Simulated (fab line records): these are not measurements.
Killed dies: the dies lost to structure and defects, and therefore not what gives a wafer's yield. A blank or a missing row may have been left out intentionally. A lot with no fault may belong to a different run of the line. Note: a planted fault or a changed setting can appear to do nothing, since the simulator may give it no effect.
What tool caused it? :: flow gf180mcu :: 12 lots with 36 wafers sampled at 3 steps, on a route of 602 steps

## WHAT EACH GAUGE READ, for each wafer
GF_PSD_RS_MEAS_14: a four-point-probe measurement. Usual: NSD_RS gives 46.07 ohm/sq (standard deviation 0.085).
lot: L499
measured: day 14 07:37
on: film-metro-01
NSD_RS (ohm/sq): 46.14 46.06 46.18
flag: 

lot: L500
measured: day 14 13:29
on: film-metro-04
NSD_RS (ohm/sq): 46.10 46.17 46.07
flag: 

lot: L503
measured: day 15 16:23
on: film-metro-01
NSD_RS (ohm/sq): 46.11 46.22 46.16
flag: 

lot: L504
measured: day 16 01:19
on: film-metro-01
NSD_RS (ohm/sq): 46.02 46.02 46.10
flag: 

lot: L505
measured: day 16 03:26
on: film-metro-01
NSD_RS (ohm/sq): 46.13 46.06 46.01
flag: 

lot: L511
measured: day 18 07:02
on: film-metro-04
NSD_RS (ohm/sq): 46.10 46.15 46.13
flag: 

lot: L513
measured: day 19 02:37
on: film-metro-01
NSD_RS (ohm/sq): 46.08 46.12 46.01
flag: 

lot: L518
measured: day 20 20:38
on: film-metro-01
NSD_RS (ohm/sq): 45.90 46.02 45.99
flag: 

lot: L519
measured: day 21 14:43
on: film-metro-02
NSD_RS (ohm/sq): 46.02 45.99 46.07
flag: 

lot: L520
measured: day 21 20:34
on: film-metro-01
NSD_RS (ohm/sq): 46.05 45.91 45.93
flag: 

lot: L521
measured: day 22 07:01
on: film-metro-04
NSD_RS (ohm/sq): 46.06 45.99 46.10
flag: 

lot: L522
measured: day 22 07:14
on: film-metro-02
NSD_RS (ohm/sq): 46.08 45.96 46.05
flag: 

GF_SAB_CD_MEAS_09: the cd target is 420 nm. Usual: 418.8 nm for cd-nm, sd 1.7.
lot: L499
measured: day 15 04:05
on: cd-sem-02
cd-nm (nm): 418.3 419.2 421.7
flag: 

lot: L500
measured: day 15 10:14
on: cd-sem-02
cd-nm (nm): 421.0 419.5 419.8
flag: 

lot: L503
measured: day 16 13:47
on: cd-sem-02
cd-nm (nm): 416.6 420.4 420.9
flag: 

lot: L504
measured: day 16 23:46
on: cd-sem-02
cd-nm (nm): 421.5 419.7 419.9
flag: 

lot: L505
measured: day 17 01:41
on: cd-sem-02
cd-nm (nm): 420.2 419.5 420.3
flag: 

lot: L511
measured: day 19 06:50
on: cd-sem-01
cd-nm (nm): 408.1 406.6 407.1
flag: OFF

lot: L513
measured: day 20 02:38
on: cd-sem-02
cd-nm (nm): 407.7 408.2 409.8
flag: OFF

lot: L518
measured: day 21 20:32
on: cd-sem-02
cd-nm (nm): 418.4 418.8 416.9
flag: 

lot: L519
measured: day 22 13:55
on: cd-sem-02
cd-nm (nm): 417.1 418.1 415.8
flag: 

lot: L520
measured: day 22 19:33
on: cd-sem-01
cd-nm (nm): 419.4 419.1 418.6
flag: 

lot: L521
measured: day 23 05:59
on: cd-sem-02
cd-nm (nm): 417.9 419.3 420.6
flag: 

lot: L522
measured: day 23 06:17
on: cd-sem-02
cd-nm (nm): 418.4 418.6 418.9
flag: 

## WHAT TOOL EACH LOT RAN ON (gives the tool, then ch and the chambers of the sampled wafers, and finally the start)
lot: L499
GF_SAB_COAT_04: litho-track-02 ch 0, day 14 17:38

lot: L500
GF_SAB_COAT_04: litho-track-03 ch 0, day 14 23:56

lot: L503
GF_SAB_COAT_04: litho-track-03 ch 0, day 16 03:07

lot: L504
GF_SAB_COAT_04: litho-track-03 ch 0, day 16 11:28

lot: L505
GF_SAB_COAT_04: litho-track-02 ch 0, day 16 14:05

lot: L511
GF_SAB_COAT_04: litho-track-03 ch 0, day 18 19:03

lot: L513
GF_SAB_COAT_04: litho-track-03 ch 0, day 19 14:04

lot: L518
GF_SAB_COAT_04: litho-track-04 ch 0, day 21 08:32

lot: L519
GF_SAB_COAT_04: litho-track-03 ch 0, day 22 02:28

lot: L520
GF_SAB_COAT_04: litho-track-02 ch 0, day 22 08:04

lot: L521
GF_SAB_COAT_04: litho-track-04 ch 0, day 22 18:17

lot: L522
GF_SAB_COAT_04: litho-track-02 ch 0, day 22 18:47
- GF_SAB_COAT_04: resist thk 1000 nm.

## AS READ BY THE TOOLS THEMSELVES (means over the sampled wafers that have a number; for cases with no such wafer, the mark the record gives instead)
GF_SAB_COAT_04. Usual: 3000.2 rpm for spin-speed-rpm, sd 2.6.
lot: L499
tool: litho-track-02
spin-speed-rpm (rpm): 3001.2
flag: 

lot: L500
tool: litho-track-03
spin-speed-rpm (rpm): 2999.2
flag: 

lot: L503
tool: litho-track-03
spin-speed-rpm (rpm): 2999.4
flag: 

lot: L504
tool: litho-track-03
spin-speed-rpm (rpm): 3002.7
flag: 

lot: L505
tool: litho-track-02
spin-speed-rpm (rpm): 2999.9
flag: 

lot: L511
tool: litho-track-03
spin-speed-rpm (rpm): 3648.8
flag: OFF

lot: L513
tool: litho-track-03
spin-speed-rpm (rpm): 3648.6
flag: OFF

lot: L518
tool: litho-track-04
spin-speed-rpm (rpm): 2999.7
flag: 

lot: L519
tool: litho-track-03
spin-speed-rpm (rpm): 3002.8
flag: 

lot: L520
tool: litho-track-02
spin-speed-rpm (rpm): 2999.7
flag: 

lot: L521
tool: litho-track-04
spin-speed-rpm (rpm): 2999.3
flag: 

lot: L522
tool: litho-track-02
spin-speed-rpm (rpm): 2999.9
flag: 

## THE ANSWER, worked out from the rows above alone
Rule: lot off if the mean of its wafers having a number is beyond 3 standard deviations from the usual mean. A lot without any number at a reading at which 4 lots or more have one is off too. Where the step has rows for the other lots, those lots are counted as sound. Order of review: gauges by route order, followed by the tools' own readings, for which a lot's mean as printed above is used. At the first step where some lot is off, the reading lying furthest off is the one used; lots without a number count as furthest.
Off, at GF_SAB_CD_MEAS_09 on cd-nm: L511, L513.
If a tool, at a process step before that reading, ran all the lots that are off and no sound lot after the first of them, it fits. Not tried: the gauges at GF_SAB_CD_MEAS_09; whatever is off there is also off at GF_SAB_COAT_04, on other tools, and gauge error can't account for it. Not one of the candidates tried fits.

## WHAT THE SIMULATOR PUT IN
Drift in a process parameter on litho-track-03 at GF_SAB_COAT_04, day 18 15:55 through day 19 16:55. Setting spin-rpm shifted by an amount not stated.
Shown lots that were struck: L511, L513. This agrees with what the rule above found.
